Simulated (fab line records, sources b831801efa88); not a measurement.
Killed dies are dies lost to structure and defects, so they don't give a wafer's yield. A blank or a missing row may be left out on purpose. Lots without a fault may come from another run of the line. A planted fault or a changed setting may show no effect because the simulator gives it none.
Which tool did it? | flow gf180mcu | 14 lots, 42 wafers sampled, at 3 steps of a route of 602

WHAT THE GAUGES READ, wafer by wafer
GF_HV_LDD_TW_MEAS_38.
lot  | measured     | on            | HV_LDD_3_TW
L977 | day 11 15:58 | film_metro-04 | 1435 1433 1424
L979 | day 12 06:04 | film_metro-04 | 1438 1439 1427
L980 | day 12 16:27 | film_metro-03 | 1417 1415 1418
L984 | day 13 23:15 | film_metro-02 | 1355 1357 1348
L985 | day 14 07:52 | film_metro-02 | 1451 1446 1443
L987 | day 15 02:49 | film_metro-03 | 1334 1329 1330
L990 | day 15 23:15 | film_metro-03 | 1414 1423 1414
L991 | day 16 08:04 | film_metro-03 | 1422 1416 1416
L995 | day 17 12:46 | film_metro-04 | 1435 1431 1432
L996 | day 17 16:57 | film_metro-02 | 1442 1450 1452
L997 | day 18 09:10 | film_metro-04 | 1426 1422 1424
L998 | day 18 11:29 | film_metro-04 | 1427 1424 1422
L999 | day 18 18:44 | film_metro-03 | 1417 1416 1420
L100 | day 19 07:22 | film_metro-03 | 1422 1423 1424

GF_HV_LDD_RS_MEAS_53: measures by four-point-probe.
lot  | measured     | on            | HV_LDD_RS (ohm/sq)
L977 | day 12 11:17 | film_metro-02 | 417.2 417.1 417.8
L979 | day 13 01:26 | film_metro-04 | 419.0 418.1 417.8
L980 | day 13 12:47 | film_metro-03 | 417.8 417.8 418.5
L984 | day 14 20:13 | film_metro-02 | 434.4 434.4 434.7
L985 | day 15 05:09 | film_metro-04 | 417.9 419.7 419.2
L987 | day 16 00:41 | film_metro-03 | 435.3 433.8 434.7
L990 | day 16 22:08 | film_metro-02 | 417.8 418.3 418.2
L991 | day 17 07:20 | film_metro-03 | 418.9 418.3 418.6
L995 | day 18 11:53 | film_metro-04 | 417.7 416.9 417.8
L996 | day 18 16:42 | film_metro-03 | 417.1 418.1 417.5
L997 | day 19 09:31 | film_metro-04 | 419.1 419.1 420.0
L998 | day 19 12:11 | film_metro-02 | 418.9 418.9 417.8
L999 | day 19 19:17 | film_metro-02 | 415.9 416.3 415.5
L100 | day 20 08:16 | film_metro-02 | 417.2 417.2 416.6

WHICH TOOL RAN EACH LOT (tool, then ch and the chambers of the sampled wafers, then the start)
lot  | GF_HV_LDD_IMPLANT_33
L977 | implanter-02 ch 0, day 11 15:13
L979 | implanter-03 ch 0, day 12 05:22
L980 | implanter-01 ch 0, day 12 15:45
L984 | implanter-03 ch 0, day 13 22:34
L985 | implanter-01 ch 0, day 14 07:11
L987 | implanter-03 ch 0, day 15 02:10
L990 | implanter-02 ch 0, day 15 22:33
L991 | implanter-02 ch 0, day 16 07:24
L995 | implanter-03 ch 0, day 17 12:05
L996 | implanter-02 ch 0, day 17 16:16
L997 | implanter-01 ch 0, day 18 08:30
L998 | implanter-01 ch 0, day 18 10:42
L999 | implanter-03 ch 0, day 18 18:02
L100 | implanter-02 ch 0, day 19 06:41
- GF_HV_LDD_IMPLANT_33

WHAT THE TOOLS THEMSELVES READ (means of the sampled wafers that have a number; where no wafer has one, the mark that the record gives instead)
GF_HV_LDD_IMPLANT_33.
lot  | tool         | dose_ions_cm2 | faraday_current_uA
L977 | implanter-02 | 7.507e+12     | 42.3
L979 | implanter-03 | 7.499e+12     | 41.8
L980 | implanter-01 | 7.507e+12     | 42.7
L984 | implanter-03 | 1.901e+12     | 10.7
L985 | implanter-01 | 7.508e+12     | 41.8
L987 | implanter-03 | 1.899e+12     | 10.7
L990 | implanter-02 | 7.503e+12     | 42.7
L991 | implanter-02 | 7.511e+12     | 42.6
L995 | implanter-03 | 7.496e+12     | 42.6
L996 | implanter-02 | 7.501e+12     | 42.3
L997 | implanter-01 | 7.500e+12     | 41.1
L998 | implanter-01 | 7.497e+12     | 42.2
L999 | implanter-03 | 7.503e+12     | 42.1
L100 | implanter-02 | 7.495e+12     | 41.9

THE ANSWER, worked out from the rows above alone
Rule: what is usual is taken from the lots themselves. Put in order of their means at a reading, lots are off if they are a third of the lots or fewer, leave a main group of 4 or more, and stand apart from it by a gap of 3 or more times the standard deviation of the main group's means; of several such gaps the widest counts. A main group whose means are all the same, to the digits that the tables above print for the reading, isn't used. A lot without any number at a reading at which 4 lots or more have one is off too. The other lots that the step has rows for count as sound. The gauges are gone through in route order, then the tools' own readings, and for those a lot's mean is taken as printed above. The first step at which some lot is off is used, and at that step the reading that is off furthest; a lot without a number counts as furthest.
Off: L984, L987, at GF_HV_LDD_TW_MEAS_38 (HV_LDD_3_TW). The main group: mean 1428, standard deviation 11.
A tool fits if, at a process step before that reading, it ran every lot that is off, and no sound lot after the first of them. The gauges at GF_HV_LDD_TW_MEAS_38 aren't tried: what is off there is off at GF_HV_LDD_IMPLANT_33 too, on other tools, and a gauge's error can't cause that. None of those tried fits.

WHAT THE SIMULATOR HAD PUT IN
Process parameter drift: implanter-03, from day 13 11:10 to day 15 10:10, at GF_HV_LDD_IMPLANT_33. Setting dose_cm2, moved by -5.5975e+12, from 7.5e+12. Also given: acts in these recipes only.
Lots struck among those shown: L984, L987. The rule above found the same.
